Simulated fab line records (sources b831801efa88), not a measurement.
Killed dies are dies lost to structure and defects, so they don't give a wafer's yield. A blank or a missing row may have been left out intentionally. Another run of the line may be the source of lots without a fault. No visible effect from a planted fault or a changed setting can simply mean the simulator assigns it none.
Matching of chambers / flow sky130 / 3 sister chambers for SKY_PASSIVATION_CVD_02 on pecvd-03
The step deposits Si3N4, target thk 540 nm. 6 wafers are shown with their chamber, then 7 later ones without.

== WAFERS WITH THEIR CHAMBER ==
wafer=L086.1; chamber=1; heater power w (W)=778; rf fwd power W (W)=448.9
wafer=L087.1; chamber=2; heater power w (W)=770; rf fwd power W (W)=449.3
wafer=L087.3; chamber=1; heater power w (W)=683; rf fwd power W (W)=449.5
wafer=L087.5; chamber=0; heater power w (W)=682; rf fwd power W (W)=451.1
wafer=L088.1; chamber=2; heater power w (W)=874; rf fwd power W (W)=448.4
wafer=L088.2; chamber=0; heater power w (W)=700; rf fwd power W (W)=449.1

== WAFERS WHOSE CHAMBER IS MISSING ==
wafer=L088.5; heater power w (W)=869; rf fwd power W (W)=449.4
wafer=L091.2; heater power w (W)=799; rf fwd power W (W)=448.9
wafer=L091.4; heater power w (W)=730; rf fwd power W (W)=446.1
wafer=L091.6; heater power w (W)=648; rf fwd power W (W)=448.7
wafer=L095.1; heater power w (W)=752; rf fwd power W (W)=445.9
wafer=L095.4; heater power w (W)=591; rf fwd power W (W)=448.4
wafer=L095.5; heater power w (W)=896; rf fwd power W (W)=448.3

== THE CHAMBER EACH PASSED THROUGH ==
wafer=L088.5; from the rows above=can't be placed: 2 or 1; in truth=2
wafer=L091.2; from the rows above=can't be placed: 2 or 1 or 0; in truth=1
wafer=L091.4; from the rows above=can't be placed: 1 or 2 or 0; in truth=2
wafer=L091.6; from the rows above=can't be placed: 1 or 0 or 2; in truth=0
wafer=L095.1; from the rows above=can't be placed: 2 or 1 or 0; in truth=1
wafer=L095.4; from the rows above=can't be placed: 0 or 1 or 2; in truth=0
wafer=L095.5; from the rows above=can't be placed: 2 or 1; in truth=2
Placed correctly: 0 of 7. Cannot be placed on the basis of these rows: 7; the candidates contain the true chamber in 7. Wrongly placed: 0.
How it was worked out, from the rows above alone: a wafer's distance from a chamber is the root of the sum, over the readings, of the square of ((its reading less the chamber's mean) divided by the reading's scatter). The wafer belongs to the nearest chamber; if the next one is less than 2 further off, it can't be placed. The mean given for a chamber averages the wafers shown for that chamber. The scatter is the square root of a quotient: the sum, over the shown wafers, of each reading's squared deviation from its chamber's mean, divided by wafers minus chambers.
